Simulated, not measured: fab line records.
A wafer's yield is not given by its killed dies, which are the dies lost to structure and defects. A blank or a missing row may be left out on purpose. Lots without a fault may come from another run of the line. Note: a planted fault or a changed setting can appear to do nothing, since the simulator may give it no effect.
A lot that was struck, set against a sound lot -- flow sky130 -- 37 steps out of a route of 708
Sound: wafers L237.1, L237.3, L237.6. Struck: wafer L236.3 (left out: L236.4, L236.6 of the same lot, which were not struck); the cause appears at the end.
At each step with rows: each side's tool, then ch and its chambers, then its first start. Under that, the readings that differ: sound wafers -- struck wafers -- difference of the means -- sigmas: that difference in standard deviations of wafers without a fault.
alike: readings with means less than 2 such deviations apart, plus words and numbers identical on both sides. not compared: withheld readings, readings lacking a value on some wafer, bounds such as >300 that could conceal the same value, and numbers that have no deviation in the record and whose values overlap.
The two part at a step that has a row with sigmas, a row that says differs or no value, or rows on one side only. Numbers that don't overlap but have no deviation are shown without sigmas and don't part them. A reading that every wafer of one side lacks parts them only if that side has two wafers or more.

first, 10 steps without rows for these wafers: SKY_VIA2_CLEAN_18 (cleans in IPA, time 180 s); SKY_VIA2_CLEAN_19 (cleans in O3/DIW); SKY_VIA2_SPUTTER_20 (material TiN, target thk 20 nm, time 80 s); SKY_VIA2_CVD_21 (deposits W, target thk 420 nm, time 126.4 s); SKY_VIA2_CMP_24 (polishes, stops on SiO2, t overpolish 20 s, target thk 0 nm); SKY_METAL3_SPUTTER_00 (material Ti, target thk 15 nm, time 10 s); SKY_METAL3_SPUTTER_01 (material TiN, target thk 20 nm, time 16.7 s); SKY_METAL3_SPUTTER_02 (material AlCu, target thk 735 nm, time 39.1 s); SKY_METAL3_SPUTTER_03 (material Ti, target thk 5 nm, time 3.3 s); SKY_METAL3_SPUTTER_04 (material TiN, target thk 70 nm, time 58.3 s).
SKY_CAPM_CVD_00: deposits SiO2, target thk 15.5 nm.
  sound on pecvd-04 ch 0,2, day 42 22:23; struck on pecvd-03 ch 1, day 42 14:15
reading,sound,struck,difference,sigmas
model.SiO2_of_CAPM_CVD_00.thk_nm (nm),15.25 15.31 15.24,26.72,+11.45,
  alike: heater_power_w
SKY_CAPM_THK_MEAS_01:
  sound on film_metro-03 at day 42 22:25; struck on film_metro-03 at day 42 14:31
reading,sound,struck,difference,sigmas
CAPM_CVD_00_THK (nm),15.25 15.36 15.27,26.71,+11.42,+52
  not compared: hold
SKY_CAPM_SPUTTER_02: material TiN, target thk 200 nm, time 166.7 s.
  sound on pvd_sputter-02 at day 42 22:29; struck on pvd_sputter-01 at day 43 00:41
reading,sound,struck,difference,sigmas
hold,- - -,await_dispo/10.1h/release,no value on the sound wafers,
  alike: chamber_pressure_pa, throttle_valve_pct
then, 22 steps without rows for these wafers: SKY_CAPM_DEHYDRATE_05 (time 60 s); SKY_CAPM_HMDS_06 (prime time 60 s); SKY_CAPM_COAT_07 (resist thk 1140 nm); SKY_CAPM_SOFTBAKE_08 (time 60 s); SKY_CAPM_EXPOSE_09 (exposes mask CAPM, target cd 1000 nm); SKY_CAPM_PEB_10; SKY_CAPM_DEVELOP_11 (develop time 60 s); SKY_CAPM_METAL_ETCH_13 (etches TiN in Cl2/BCl3, stops on SiO2, target depth 220 nm, time 62.9 s); SKY_CAPM_STRIP_14 (strips in O2/N2); SKY_CAPM_STRIP_15 (strips in post etch residue remover, time 1200 s); SKY_CAPM_CLEAN_16 (cleans in IPA, time 180 s); SKY_CAPM_CLEAN_17 (cleans in O3/DIW); SKY_METAL3_DEHYDRATE_05 (time 60 s); SKY_METAL3_HMDS_06 (prime time 60 s); SKY_METAL3_COAT_07 (resist thk 60 nm); SKY_METAL3_COAT_08 (resist thk 1140 nm); SKY_METAL3_SOFTBAKE_09 (time 90 s); SKY_METAL3_EXPOSE_10 (exposes mask MM3, target cd 300 nm); SKY_METAL3_PEB_11; SKY_METAL3_DEVELOP_12 (develop time 60 s); SKY_METAL3_DESCUM_15 (chemistry O2, time 8 s); SKY_METAL3_ETCH_16 (etches BARC in N2/H2, stops on SiO2, time 88.2 s, target depth 60 nm).
SKY_METAL3_ETCH_17: etches SiO2 in C4F8/O2/Ar, stops on TiN, time 3.9 s, target depth 15 nm.
  sound on rie_diel-04 ch 0,2,3, day 44 21:47; struck on rie_diel-02 ch 1, day 44 13:40
reading,sound,struck,difference,sigmas
oes_product_au (a.u.),0.752 0.743 0.746,1.017,+0.270,+39
model.etch.depth_nm (nm),15.25 15.31 15.24,26.11,+10.84,
  alike: chamber_pressure_mTorr
  not compared: rf_hours_counter_h
-- the record jumps here: 6 days lie between the struck wafers' starts before and after (it left off in module METAL3 and takes up again in module PAD_OPEN, whose first step shown is number 708 of the route) --
SKY_PAD_OPEN_PROBE_99:
  sound on prober-02 at day 50 22:02; struck on prober-02 at day 50 14:43
reading,sound,struck,difference,sigmas
defect_limited_yield (%),80.5 78.7 82.1,85.0,+4.6,+2
killed_at_M0_to_M3,52 62 51,33,-22,-3
killed_dies,96 105 88,74,-22,-2
model.etest.tester.sort_n_pass,396 387 404,0,-396,
model.etest.tester.sort_yield_pct (%),80.49 78.66 82.11,0,-80,
model.etest.tester.sort_bin_3_pct (%),1.016 2.642 0.6098,70.16,+68.74,
model.etest.tester.sort_bin_5_pct (%),13.41 14.63 12.2,23.94,+10.53,
model.etest.met4_comb.over_limit,0 0 0,1,+1,
model.etest.iso_ndiff_nwell.over_limit,0 0 0,1,+1,
model.etest.res_pwell_under_gate.short,0 0 0,1,+1,
model.etest.nfet_16v.short,0 0 0,1,+1,
  alike: killed_at_M4_up, killed_at_contacts, killed_at_front_end, killed_at_other, killed_open, killed_short

== WHERE THEY PART ==
At SKY_CAPM_THK_MEAS_01 first; at SKY_PAD_OPEN_PROBE_99 last (within this record only).

WHY: what the simulator had put in
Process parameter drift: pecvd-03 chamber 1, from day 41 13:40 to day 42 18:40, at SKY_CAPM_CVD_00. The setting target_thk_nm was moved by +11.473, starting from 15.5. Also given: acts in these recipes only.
